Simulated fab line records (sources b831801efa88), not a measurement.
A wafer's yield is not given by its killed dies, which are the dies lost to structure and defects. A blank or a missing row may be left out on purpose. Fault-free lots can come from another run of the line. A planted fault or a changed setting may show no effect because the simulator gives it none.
Struck lot and sound lot, side by side    flow sky130    20 out of 708 route steps
Sound: these wafers, L192.1, L192.3, L192.5. Wafers L198.1, L198.3, L198.5 were the ones struck. The cause is given at the end.
Each step with rows lists, per side, the tool, then ch with its chambers, then its first start. Under that, the readings that differ: sound wafers    struck wafers    difference of the means    sigmas: that difference in standard deviations of wafers without a fault.
alike: readings with means less than 2 such deviations apart, plus words and numbers identical on both sides. not compared: withheld readings, readings lacking a value on some wafer, bounds such as >300 that could conceal the same value, and numbers that have no deviation in the record and whose values overlap.
A row with sigmas, a row that says differs or no value, or rows on one side alone: a step with any of these is where the two part. Numbers that don't overlap but have no deviation are shown without sigmas and don't part them. A reading missing from all wafers of one side parts the sides only when that side holds two or more wafers.

SKY_FIELD_ISO_BOW_MEAS_00:
  sound on filmMetro-02 at day 1 15:00; struck on filmMetro-02 at day 2 21:00
  alike: INCOMING_BOW
then, 1 step without rows for these wafers: SKY_FIELD_ISO_OXIDATION_01 (stabilise 600 s, purge 300 s, target thk 12 nm).
SKY_FIELD_ISO_THK_MEAS_02:
  sound on filmMetro-02 at day 1 22:34; struck on filmMetro-02 at day 2 23:03
  alike: FIELD_ISO_OXIDATION_00_THK
then, 1 step without rows for these wafers: SKY_FIELD_ISO_CVD_03 (deposits Si3N4 from DCS/NH3, target thk 165 nm, time 2830 s).
SKY_FIELD_ISO_THK_MEAS_04:
  sound on filmMetro-03 at day 2 00:25; struck on filmMetro-04 at day 3 03:22
  alike: FIELD_ISO_CVD_03_THK
then, 5 steps without rows for these wafers: SKY_FIELD_ISO_DEHYDRATE_05 (time 60 s); SKY_FIELD_ISO_HMDS_06 (prime time 60 s); SKY_FIELD_ISO_COAT_07 (resist thk 60 nm); SKY_FIELD_ISO_COAT_08 (resist thk 450 nm); SKY_FIELD_ISO_SOFTBAKE_09 (time 90 s).
SKY_FIELD_ISO_EXPOSE_10: exposes mask FOM, target cd 150 nm.
  sound on krfScanner-01 ch 0, day 2 07:22; struck on krfScanner-02 ch 0, day 3 11:40
reading            sound              struck             difference  sigmas
exposureDoseMJCm2  28.30 28.32 28.31  31.67 31.68 31.67  +3.36       +40
  alike: mask
then, 2 steps without rows for these wafers: SKY_FIELD_ISO_PEB_11; SKY_FIELD_ISO_DEVELOP_12 (develop time 60 s).
SKY_FIELD_ISO_CD_MEAS_13: the cd target is 150 nm.
  sound on cdSem-02 at day 2 14:13; struck on cdSem-01 at day 3 19:48
reading    sound              struck             difference  sigmas
cdNm (nm)  149.5 150.2 151.0  130.8 130.1 130.3  -19.8       -11
  not compared: hold
SKY_FIELD_ISO_ETCH_14: etches BARC in N2/H2, stops on SiO2, time 45.9 s, target depth 60 nm.
  sound on rieDiel-03 ch 0,2, day 2 14:20; struck on rieDiel-04 ch 2,3, day 4 08:14
reading                    sound            struck                                                                      difference                    sigmas
hold                       - - -            awaitDispo/12.3h/release awaitDispo/12.3h/release awaitDispo/12.3h/release  no value on the sound wafers  
model.FIELD_ISO.cdNm (nm)  150 150.5 151.6  131.2 130.8 130.8                                                           -19.8                         
  alike: drypumpMotorCurrentA, oesProductAu, throttleValvePct
  not compared: rfHoursCounterH
SKY_FIELD_ISO_ETCH_15: etches the open film in CHF3/O2, stops on Si, target depth 180 nm, time 72 s.
  sound on rieDiel-03 ch 0,2, day 2 14:22; struck on rieDiel-04 ch 2,3, day 4 08:17
  alike: drypumpMotorCurrentA, oesProductAu, throttleValvePct
  not compared: rfHoursCounterH
SKY_FIELD_ISO_STRIP_16: strips in O2/N2.
  sound on plasmaAsher-02 ch 0,1, day 2 14:26; struck on plasmaAsher-01 ch 0,1, day 4 08:20
  alike: drypumpMotorCurrentA, oesProductAu, stripTimeToEndpointS
  not compared: rfHoursCounterH
SKY_FIELD_ISO_ETCH_17: etches Si in HBr/Cl2/O2, target depth 342 nm, time 97.7 s.
  sound on rieSi-01 ch 1,3, day 2 14:32; struck on rieSi-01 ch 0,2, day 4 08:26
reading                    sound              struck           difference  sigmas
model.FIELD_ISO.cdNm (nm)  149.5 149.3 150.5  133.1 130 131.9  -18.1       
  alike: drypumpMotorCurrentA, oesProductAu, throttleValvePct
  not compared: rfHoursCounterH
then, 1 step without rows for these wafers: SKY_FIELD_ISO_WET_ETCH_18 (etches Si3N4 in H3PO4, target depth 25 nm, time 286 s).
-- here the record skips 43 days between the struck wafers' starts before and after, leaving off in module FIELD_ISO and picking up in module PAD_OPEN (first step shown: number 708 of the route) --
SKY_PAD_OPEN_PROBE_99:
  sound on prober-01 at day 46 06:19; struck on prober-01 at day 47 13:19
reading                              sound              struck                                                                   difference                    sigmas
hold                                 - - -              awaitDispo/2.1h/release awaitDispo/2.1h/release awaitDispo/2.1h/release  no value on the sound wafers  
killedAtFrontEnd                     17 7 13            27 53 33                                                                 +25                           +6
killedDies                           89 67 83           84 120 94                                                                +20                           +2
model.etest.pfetG5v0d10v5.rOnOhmUm   4781 4753 4763     4855 5000 4862                                                           +140                          
model.etest.resPdiff.lineOhmUm       1370 1379 1366     1571 1573 1590                                                           +206                          
model.etest.resNdiff.lineOhmUm       755.5 769.2 750.3  844.5 865.2 873.2                                                        +102.6                        
model.etest.sramNfetPass.driveUaUm   482.7 495.8 489.5  418.5 410 411.6                                                          -76.0                         
model.etest.sonosUncharged.rOnOhmUm  821 804.4 800.7    852.9 858.2 857.6                                                        +47.5                         
model.etest.resNdiff.widthNm (nm)    156.4 156.1 158.2  140.2 137.8 138.9                                                        -17.9                         
model.etest.resPdiff.widthNm (nm)    143.8 143.8 144.6  127.3 123.5 125.9                                                        -18.5                         
model.etest.sramPfetLatch.driveUaUm  143.4 149.6 146.2  125 118.7 119.9                                                          -25                           
  alike: killed_at_M0_to_M3, killed_at_M4_up, killedAtContacts, killedAtOther, killedOpen, killedShort

WHERE THEY PART
At SKY_FIELD_ISO_EXPOSE_10 first; at SKY_PAD_OPEN_PROBE_99 last (within this record only).

WHY: what had been put in by the simulator
Drift in process parameters on krfScanner-02 at SKY_FIELD_ISO_EXPOSE_10, starting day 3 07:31. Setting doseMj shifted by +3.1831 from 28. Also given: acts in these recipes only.
